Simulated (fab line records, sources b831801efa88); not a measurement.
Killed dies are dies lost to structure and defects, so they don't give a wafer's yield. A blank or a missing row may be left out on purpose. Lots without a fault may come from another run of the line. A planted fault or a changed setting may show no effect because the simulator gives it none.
Which tool did it? | flow sky130 | 12 lots, 36 wafers sampled, at 5 steps of a route of 708

WHAT THE GAUGES READ, wafer by wafer
SKY_POLY_CUT_CD_MEAS_08: target cd 270 nm. Usual: cd_nm 270.1 nm, standard deviation 1.4.
lot  | measured     | on        | cd_nm (nm)        | flag
L478 | day 24 06:05 | cd_sem-01 | 269.2 268.8 269.5 |
L480 | day 24 23:16 | cd_sem-02 | 268.9 268.6 269.0 |
L482 | day 26 03:28 | cd_sem-01 | 269.5 268.7 268.5 |
L483 | day 26 04:17 | cd_sem-02 | 269.0 267.6 268.8 |
L485 | day 27 05:12 | cd_sem-02 | 270.1 270.1 269.4 |
L487 | day 27 17:55 | cd_sem-02 | 270.5 268.9 269.0 |
L493 | day 29 23:26 | cd_sem-02 | 268.7 271.8 270.8 |
L494 | day 30 17:49 | cd_sem-01 | 270.5 270.3 271.6 |
L496 | day 30 19:19 | cd_sem-01 | 270.2 271.8 270.0 |
L497 | day 30 21:09 | cd_sem-01 | 273.8 273.2 271.7 |
L499 | day 31 18:49 | cd_sem-02 | 270.2 269.9 271.6 |
L501 | day 32 02:34 | cd_sem-01 | 269.2 268.1 267.8 |

SKY_POLY_CUT_OVL_MEAS_09. Usual: POLY_CUT_OVL 4 nm, standard deviation 4.3.
lot  | measured     | on         | POLY_CUT_OVL (nm) | flag
L478 | day 24 06:11 | overlay-02 | 3 6 7             |
L480 | day 24 23:23 | overlay-01 | 4 -2 -4           |
L482 | day 26 03:35 | overlay-01 | 9 6 4             |
L483 | day 26 04:24 | overlay-02 | 2 -2 2            |
L485 | day 27 05:19 | overlay-02 | 6 10 2            |
L487 | day 27 18:02 | overlay-01 | 8 12 10           |
L493 | day 29 23:32 | overlay-01 | 3 8 3             |
L494 | day 30 17:56 | overlay-02 | 2 7 6             |
L496 | day 30 19:24 | overlay-01 | 10 2 3            |
L497 | day 30 21:16 | overlay-02 | 8 5 6             |
L499 | day 31 18:56 | overlay-02 | 3 1 -1            |
L501 | day 32 02:41 | overlay-01 | -1 2 -7           |

SKY_SD_N_RS_MEAS_18: measures by four-point-probe. Usual: RES_XHIGH_RS 333.2 ohm/sq, standard deviation 1.2.
lot  | measured     | on            | RES_XHIGH_RS (ohm/sq) | flag
L478 | day 27 21:52 | film_metro-01 | 333.7 333.7 332.7     |
L480 | day 28 14:52 | film_metro-02 | 331.5 331.4 333.3     |
L482 | day 29 17:30 | film_metro-01 | 330.8 330.5 331.3     |
L483 | day 29 19:12 | film_metro-02 | 334.3 333.3 333.6     |
L485 | day 30 19:21 | film_metro-03 | 333.6 333.3 331.7     |
L487 | day 31 08:10 | film_metro-03 | 333.9 334.1 334.1     |
L493 | day 33 11:34 | film_metro-02 | 333.7 333.8 334.2     |
L494 | day 34 06:14 | film_metro-01 | 333.1 333.7 332.8     |
L496 | day 34 06:30 | film_metro-03 | 334.7 334.4 335.0     |
L497 | day 34 08:40 | film_metro-01 | 332.7 332.3 333.2     |
L499 | day 35 06:03 | film_metro-01 | 331.8 332.5 330.6     |
L501 | day 35 12:25 | film_metro-02 | 331.8 332.8 333.1     |

SKY_LI_CONTACT_THK_MEAS_01. Usual: LI_CONTACT_HDPCVD_THK 936 nm, standard deviation 9.2.
lot  | measured     | on            | LI_CONTACT_HDPCVD_THK (nm) | flag
L478 | day 27 22:05 | film_metro-02 | 960 948 946                |
L480 | day 28 15:07 | film_metro-01 | 947 961 946                |
L482 | day 29 17:44 | film_metro-01 | 943 949 936                |
L483 | day 29 19:26 | film_metro-01 | 940 948 931                |
L485 | day 30 19:35 | film_metro-02 | 1184 1184 1178             | OFF
L487 | day 31 08:24 | film_metro-03 | 1179 1192 1189             | OFF
L493 | day 33 11:47 | film_metro-02 | 913 933 930                |
L494 | day 34 06:28 | film_metro-02 | 928 933 939                |
L496 | day 34 06:43 | film_metro-01 | 935 946 934                |
L497 | day 34 08:54 | film_metro-01 | 937 934 922                |
L499 | day 35 06:17 | film_metro-02 | 943 944 949                |
L501 | day 35 12:39 | film_metro-03 | 932 940 930                |

WHICH TOOL RAN EACH LOT (tool, then ch and the chambers of the sampled wafers, then the start)
lot  | SKY_LI_CONTACT_HDPCVD_00
L478 | hdpcvd-01 ch 0,1, day 27 21:58
L480 | hdpcvd-01 ch 0,2, day 28 15:01
L482 | hdpcvd-01 ch 0,1,2, day 29 17:38
L483 | hdpcvd-01 ch 0,1,2, day 29 19:20
L485 | hdpcvd-01 ch 0,1,2, day 30 19:29
L487 | hdpcvd-01 ch 0,1,2, day 31 08:18
L493 | hdpcvd-02 ch 0,2, day 33 11:41
L494 | hdpcvd-01 ch 0,1,2, day 34 06:22
L496 | hdpcvd-02 ch 0,1, day 34 06:36
L497 | hdpcvd-02 ch 0,1,2, day 34 08:47
L499 | hdpcvd-01 ch 0,1, day 35 06:11
L501 | hdpcvd-01 ch 0,1,2, day 35 12:33
- SKY_LI_CONTACT_HDPCVD_00: deposits PSG, target thk 930 nm, time 155 s.

WHAT THE TOOLS THEMSELVES READ (means of the sampled wafers that have a number; where no wafer has one, the mark that the record gives instead)
SKY_LI_CONTACT_HDPCVD_00. Usual: run_length_s 182.7 s, standard deviation 0.44; susceptor_temp_C 599.99 C, standard deviation 0.3.
lot  | tool      | run_length_s (s) | susceptor_temp_C (C) | flag
L478 | hdpcvd-01 | 183.1            | 599.97               |
L480 | hdpcvd-01 | 182.5            | 600.02               |
L482 | hdpcvd-01 | 182.6            | 599.80               |
L483 | hdpcvd-01 | 182.8            | 599.92               |
L485 | hdpcvd-01 | 223.1            | 600.00               | OFF
L487 | hdpcvd-01 | 223.1            | 600.14               | OFF
L493 | hdpcvd-02 | 182.7            | 600.06               |
L494 | hdpcvd-01 | 183.0            | 599.99               |
L496 | hdpcvd-02 | 182.5            | 599.97               |
L497 | hdpcvd-02 | 182.5            | 600.27               |
L499 | hdpcvd-01 | 183.0            | 599.93               |
L501 | hdpcvd-01 | 182.6            | 599.72               |

THE ANSWER, worked out from the rows above alone
Rule: a lot is off if the mean of its wafers that have a number lies more than 3 standard deviations from the usual mean. A lot without any number at a reading at which 4 lots or more have one is off too. The other lots that the step has rows for count as sound. The gauges are gone through in route order, then the tools' own readings, and for those a lot's mean is taken as printed above. The first step at which some lot is off is used, and at that step the reading that is off furthest; a lot without a number counts as furthest.
Off: L485, L487, at SKY_LI_CONTACT_THK_MEAS_01 (LI_CONTACT_HDPCVD_THK).
A tool fits if, at a process step before that reading, it ran every lot that is off, and no sound lot after the first of them. The gauges at SKY_LI_CONTACT_THK_MEAS_01 aren't tried: what is off there is off at SKY_LI_CONTACT_HDPCVD_00 too, on other tools, and a gauge's error can't cause that. None of those tried fits.

WHAT THE SIMULATOR HAD PUT IN
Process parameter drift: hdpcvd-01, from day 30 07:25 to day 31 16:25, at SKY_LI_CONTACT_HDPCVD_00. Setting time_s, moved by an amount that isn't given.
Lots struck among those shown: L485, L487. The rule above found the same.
